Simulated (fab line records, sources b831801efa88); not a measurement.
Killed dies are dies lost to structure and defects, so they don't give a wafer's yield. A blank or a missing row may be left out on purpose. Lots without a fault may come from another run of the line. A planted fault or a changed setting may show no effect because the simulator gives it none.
Which tool did it? | flow sky130 | 15 lots, 45 wafers sampled, at 1 step of a route of 708

WHAT THE GAUGES READ, wafer by wafer
SKY_VIA2_CD_MEAS_12: target cd 200 nm.
lot  | measured     | on        | cd_nm (nm)
L259 | day 35 19:14 | cd_sem-02 | 199.7 199.0 199.1
L260 | day 35 22:29 | cd_sem-01 | 200.5 202.6 199.9
L261 | day 36 22:56 | cd_sem-02 | 199.5 200.4 199.3
L264 | day 38 22:56 | cd_sem-02 | 200.6 199.5 200.1
L265 | day 39 06:01 | cd_sem-01 | 199.5 201.0 201.5
L267 | day 39 11:13 | cd_sem-02 | 200.2 201.3 200.4
L272 | day 40 16:47 | cd_sem-01 | 198.8 196.7 197.7
L275 | day 41 14:11 | cd_sem-02 | 198.7 198.0 198.5
L273 | day 41 16:08 | cd_sem-01 | 199.1 200.0 199.7
L274 | day 41 17:20 | cd_sem-01 | 201.5 201.7 201.5
L277 | day 42 04:50 | cd_sem-01 | 200.8 200.9 201.8
L279 | day 42 11:34 | cd_sem-01 | 200.9 202.6 202.7
L281 | day 42 19:32 | cd_sem-02 | 200.2 198.6 200.3
L280 | day 42 23:41 | cd_sem-02 | 200.7 201.8 200.9
L282 | day 43 04:37 | cd_sem-02 | 201.7 201.6 201.1

WHICH TOOL RAN EACH LOT (tool, then ch and the chambers of the sampled wafers, then the start)
The record holds no process step before these readings.

WHAT THE TOOLS THEMSELVES READ (means of the sampled wafers that have a number; where no wafer has one, the mark that the record gives instead)
The record holds no such reading with a usual standard deviation.

THE ANSWER, worked out from the rows above alone
Rule: what is usual is taken from the lots themselves. Put in order of their means at a reading, lots are off if they are a third of the lots or fewer, leave a main group of 4 or more, and stand apart from it by a gap of 3 or more times the standard deviation of the main group's means; of several such gaps the widest counts. A main group whose means are all the same, to the digits that the tables above print for the reading, isn't used. A lot without any number at a reading at which 4 lots or more have one is off too. The other lots that the step has rows for count as sound. The gauges are gone through in route order, then the tools' own readings, and for those a lot's mean is taken as printed above. The first step at which some lot is off is used, and at that step the reading that is off furthest; a lot without a number counts as furthest.
No lot is off at any reading shown: from this, nothing can be told.

WHAT THE SIMULATOR HAD PUT IN
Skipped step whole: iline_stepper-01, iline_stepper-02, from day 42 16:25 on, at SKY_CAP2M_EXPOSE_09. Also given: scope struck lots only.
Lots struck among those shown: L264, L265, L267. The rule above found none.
